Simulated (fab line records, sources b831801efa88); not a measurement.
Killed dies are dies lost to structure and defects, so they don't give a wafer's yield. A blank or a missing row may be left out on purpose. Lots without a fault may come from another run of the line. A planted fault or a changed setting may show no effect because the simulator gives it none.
Problem report in the 8D (eight disciplines) form, filled by code | flow sky130 | the parts of the form that need people (team, actions taken, sign-off) are left out

1. THE PROBLEM
killed_at_front_end at SKY_PAD_OPEN_PROBE_99 reads a mean of 56 on 6 wafers of 2 lots; wafers without a fault read 16 with a standard deviation of 4.7. That is +8.6 standard deviations from the usual mean.
First seen on wafer L552.1, day 50 08:05, on prober-02. The record holds 6 wafers of 2 lots with a number at this step. Rule for "out", or "out of limits": more than 4 standard deviations from the usual mean. The other wafers with a number count as sound.

2. WHAT IT IS AND WHAT IT IS NOT
question                    | is                     | is not
which readings at this step | killed_at_front_end    | killed_at_M4_up, killed_short
which lots                  | L552, L553             | -
which wafers of those lots  | all that have a number | -
read on which tools         | prober-01, prober-02   | -
when                        | from day 50 08:05      | up to then (0 sound wafers)

3. SUSPECTS, AND WHAT RULES EACH OUT
Counting: a tool at a process step up to the reading stays a suspect if it ran every lot that is out and no sound lot after the first of them.
- lpcvd-02 at SKY_POLY_GATE_CVD_03 (deposits Si3N4 from DCS/NH3, target thk 75 nm, time 1290 s): kept. It ran every lot that is out, first L552 (day 22 02:01), and no sound lot after that.
- cmp-02 at SKY_VIA4_CMP_21 (polishes, stops on SiO2, t overpolish 25 s, target thk 0 nm): kept. It ran every lot that is out, first L552 (day 47 22:24), and no sound lot after that.
Left after counting: lpcvd-02 at SKY_POLY_GATE_CVD_03, cmp-02 at SKY_VIA4_CMP_21.

4. THE CAUSE (what the simulator had put in)
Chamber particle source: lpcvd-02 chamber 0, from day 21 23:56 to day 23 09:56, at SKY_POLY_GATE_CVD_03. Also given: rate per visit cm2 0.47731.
Counting left 2 suspects, and this tool is among them.

5. THE CHAIN OF EFFECTS, in route order
Each row: a reading whose mean over the struck wafers that have a number lies more than 3 standard deviations from the usual. Only readings for which the record gives a usual standard deviation are gone through. hours: the time from each lot's start at the first step in this table that gives one to its start at this step, as a median over the lots. sigmas: the change in usual standard deviations.
hours | step                  | reading             | usual | on struck wafers | change | sigmas
0     | SKY_PAD_OPEN_PROBE_99 | killed_at_front_end | 16    | 56               | +40    | +8.6
0     | SKY_PAD_OPEN_PROBE_99 | killed_dies         | 87    | 121              | +34    | +3.4
The process steps in it:
- SKY_PAD_OPEN_PROBE_99

6. WHAT WOULD HAVE CAUGHT IT SOONER
In this record the first reading out of limits was taken at day 50 08:05, 680 hours after the fault began at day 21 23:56.
Of the tool readings at SKY_POLY_GATE_CVD_03 for which the record gives a usual standard deviation, none was out on any struck wafer, so an alarm limit of 4 standard deviations on them would not have fired.
All the lots that are out (2) had begun SKY_POLY_GATE_CVD_03 on lpcvd-02 by day 50 08:05. A hold on the tool at that time would have spared none of them.
